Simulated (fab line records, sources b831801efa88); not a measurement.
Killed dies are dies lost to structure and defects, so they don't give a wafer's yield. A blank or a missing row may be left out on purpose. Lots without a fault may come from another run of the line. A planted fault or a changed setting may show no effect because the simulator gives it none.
One fault seen from 2 desks | flow gf180mcu | each desk has only its own numbers; what lay behind them comes last

THE METROLOGY DESK
What the gauges read, lot by lot, whatever tool the lot ran on: means of the sampled wafers that have a number. A lot is out of limits, marked OUT, if its mean lies more than 4 standard deviations from the usual mean; the brackets give that distance.
Columns: A = POLY_GATE_OXIDATION_THK at GF_POLY_GATE_THK_MEAS_17, usual 4.00 nm; B = cd_nm at GF_POLY_GATE_CD_MEAS_18, usual 280.6 nm; C = HV_LDD_02_OVL at GF_HV_LDD_OVL_MEAS_32, usual -0.1 nm
lot  | first seen here | A    | B     | C
L745 | day 9 08:10     | 3.95 | 281.2 | -1.1
L747 | day 9 20:46     | 3.90 | 279.8 | -1.7
L748 | day 10 03:17    | 3.95 | 281.4 | -0.3
L750 | day 10 18:46    | 3.98 | 279.1 | -1.0
L758 | day 13 05:17    | 4.01 | 279.8 | -0.6
L759 | day 13 09:30    | 3.87 | 278.2 | 0.7
L760 | day 14 04:03    | 4.05 | 279.7 | 1.0
L761 | day 14 04:03    | 3.91 | 282.5 | 3.3
L762 | day 14 08:16    | 4.00 | 280.7 | -1.1
L763 | day 14 23:21    | 4.01 | 280.9 | -0.1
L766 | day 15 13:52    | 4.07 | 281.8 | -1.3
L767 | day 15 23:13    | 4.00 | 280.9 | -0.1
L768 | day 16 03:25    | 4.06 | 282.5 | 0.9
This desk's finding: nothing out of limits on any of the 13 lots.

THE TOOL OWNER'S DESK: rie_diel-03
The tool's own readings at GF_HV_LDD_ETCHBACK_58 (etches Si3N4 in CH3F/O2, stops on SiO2, time 100 s, target depth 90 nm): means of the sampled wafers that have a number, for each lot that ran on this tool. A lot is out of limits, marked OUT, if its mean lies more than 4 standard deviations from the usual mean; the brackets give that distance.
Columns: A = bias_w at GF_HV_LDD_ETCHBACK_58, usual 79.98 W; B = drypump_motor_current_A at GF_HV_LDD_ETCHBACK_58, usual 5.5 A; C = oes_product_au at GF_HV_LDD_ETCHBACK_58, usual 0.833 a.u.; D = throttle_valve_pct at GF_HV_LDD_ETCHBACK_58, usual 10.562 %
lot  | first seen here | A               | B   | C     | D
L745 | day 12 13:45    | 79.96           | 5.1 | 0.832 | 10.562
L748 | day 13 08:33    | 79.92           | 5.4 | 0.825 | 10.561
L750 | day 14 03:43    | 75.64 (-17) OUT | 5.2 | 0.836 | 10.554
L758 | day 16 21:37    | 80.32           | 5.3 | 0.841 | 10.566
L761 | day 18 02:29    | 80.09           | 5.4 | 0.831 | 10.563
L763 | day 18 23:16    | 80.06           | 5.2 | 0.825 | 10.558
L766 | day 19 14:30    | 80.02           | 5.5 | 0.840 | 10.564
L767 | day 20 04:17    | 80.06           | 5.3 | 0.837 | 10.559
L768 | day 20 07:40    | 80.03           | 5.0 | 0.837 | 10.564
This desk's finding: out of limits on L750; first on L750, day 14 03:43 (bias_w at GF_HV_LDD_ETCHBACK_58). In limits: L745, L748, L758, L761, L763, L766, L767, L768.

PUT TOGETHER
The tool owner's desk could have raised an alarm at day 14 03:43, on L750.
The metrology desk saw nothing out of limits.
The metrology desk has L750 on record, within its limits.
Of the lots named, all ran GF_HV_LDD_ETCHBACK_58 on rie_diel-03.

WHAT THE SIMULATOR HAD PUT IN
Process parameter drift: rie_diel-03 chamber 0, from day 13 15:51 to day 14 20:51, at GF_HV_LDD_ETCHBACK_58. Setting bias_w, moved by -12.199, from 80. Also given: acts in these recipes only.
Lots struck among those shown: L750.
Hours from the fault's start to each desk's first reading out of limits: the tool owner's desk, 12.
